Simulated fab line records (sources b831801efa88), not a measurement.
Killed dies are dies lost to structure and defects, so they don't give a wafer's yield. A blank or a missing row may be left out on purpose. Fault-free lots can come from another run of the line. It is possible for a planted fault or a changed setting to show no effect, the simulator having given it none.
Which tool is to blame? -- flow gf180mcu -- 18 wafers sampled from 6 lots at 1 step of a route of 602

## WHAT THE GAUGES READ, wafer by wafer
GF_POLY_GATE_THK_MEAS_01.
lot,measured,on,POLY_GATE_CVD_00_THK (nm)
L144,day 8 21:37,film metro-02,202.0 202.0 200.8
L152,day 11 06:50,film metro-03,202.9 202.1 201.7
L159,day 13 01:44,film metro-01,199.9 199.9 199.1
L161,day 14 04:07,film metro-02,199.2 198.8 200.9
L163,day 14 09:53,film metro-03,201.9 199.4 199.1
L164,day 14 23:58,film metro-03,198.0 198.3 199.5

## TOOL THAT RAN EACH LOT (tool first, then ch and the chambers of the sampled wafers, then the start)
Record: no process step prior to these readings.

## THE ANSWER, worked out from the rows above alone
Rule: what is usual is taken from the lots themselves. Put in order of their means at a reading, lots are off if they are a third of the lots or fewer, leave a main group of 4 or more, and stand apart from it by a gap of 3 or more times the standard deviation of the main group's means; of several such gaps the widest counts. Not used: any main group whose means are identical at the precision the tables above print for the reading. A lot without any number at a reading at which 4 lots or more have one is off too. Any other lot the step has rows for is counted as sound.
None of the lots is off at any reading shown; this tells nothing.

## WHAT WAS PUT IN BY THE SIMULATOR
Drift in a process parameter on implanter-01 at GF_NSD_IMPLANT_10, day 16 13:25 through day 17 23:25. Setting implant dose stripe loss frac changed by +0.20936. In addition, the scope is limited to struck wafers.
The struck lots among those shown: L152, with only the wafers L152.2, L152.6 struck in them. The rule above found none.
